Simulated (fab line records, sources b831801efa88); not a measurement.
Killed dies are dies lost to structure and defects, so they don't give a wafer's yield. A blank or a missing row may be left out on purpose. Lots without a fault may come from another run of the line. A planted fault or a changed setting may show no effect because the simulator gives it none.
Which tool did it? | flow sky130 | 7 lots, 21 wafers sampled, at 3 steps of a route of 708

WHAT THE GAUGES READ, wafer by wafer
SKY_LDD_HVP_TW_MEAS_10.
lot  | measured     | on            | LDD_HVP_TW
L422 | day 21 10:29 | film_metro-04 | 453.7 452.7 453.7
L424 | day 21 23:38 | film_metro-03 | 453.1 453.5 452.6
L432 | day 25 09:49 | film_metro-03 | 29.6 29.7 29.6
L434 | day 26 18:10 | film_metro-04 | 30.1 30.0 30.1
L435 | day 28 00:26 | film_metro-01 | 453.9 455.2 453.8
L439 | day 29 02:11 | film_metro-01 | 453.3 452.1 455.4
L444 | day 30 05:13 | film_metro-03 | 449.2 449.7 450.7

WHICH TOOL RAN EACH LOT (tool, then ch and the chambers of the sampled wafers, then the start)
lot  | SKY_LDD_HVP_IMPLANT_08          | SKY_LDD_HVP_STRIP_09
L422 | implanter-04 ch 0, day 21 10:15 | plasma_asher-03 ch 0,1, day 21 10:23
L424 | implanter-01 ch 0, day 21 23:14 | plasma_asher-04 ch 0,1, day 21 23:32
L432 | implanter-04, day 25 09:34      | plasma_asher-04 ch 0,1, day 25 09:43
L434 | implanter-04, day 26 17:55      | plasma_asher-04 ch 0,1, day 26 18:04
L435 | implanter-02 ch 0, day 28 00:13 | plasma_asher-04 ch 0,1, day 28 00:21
L439 | implanter-04 ch 0, day 29 01:56 | plasma_asher-03 ch 0,1, day 29 02:04
L444 | implanter-02 ch 0, day 30 04:58 | plasma_asher-02 ch 0,1, day 30 05:07
- SKY_LDD_HVP_IMPLANT_08
- SKY_LDD_HVP_STRIP_09: strips in O2/N2.

THE ANSWER, worked out from the rows above alone
Rule: what is usual is taken from the lots themselves. Put in order of their means at a reading, lots are off if they are a third of the lots or fewer, leave a main group of 4 or more, and stand apart from it by a gap of 3 or more times the standard deviation of the main group's means; of several such gaps the widest counts. A main group whose means are all the same, to the digits that the tables above print for the reading, isn't used. A lot without any number at a reading at which 4 lots or more have one is off too. The other lots that the step has rows for count as sound.
Off: L432, L434, at SKY_LDD_HVP_TW_MEAS_10 (LDD_HVP_TW). The main group: mean 452.8, standard deviation 1.5.
A tool fits if, at a process step before that reading, it ran every lot that is off, and no sound lot after the first of them. The gauges at SKY_LDD_HVP_TW_MEAS_10 are tried like those tools. None of those tried fits.

WHAT THE SIMULATOR HAD PUT IN
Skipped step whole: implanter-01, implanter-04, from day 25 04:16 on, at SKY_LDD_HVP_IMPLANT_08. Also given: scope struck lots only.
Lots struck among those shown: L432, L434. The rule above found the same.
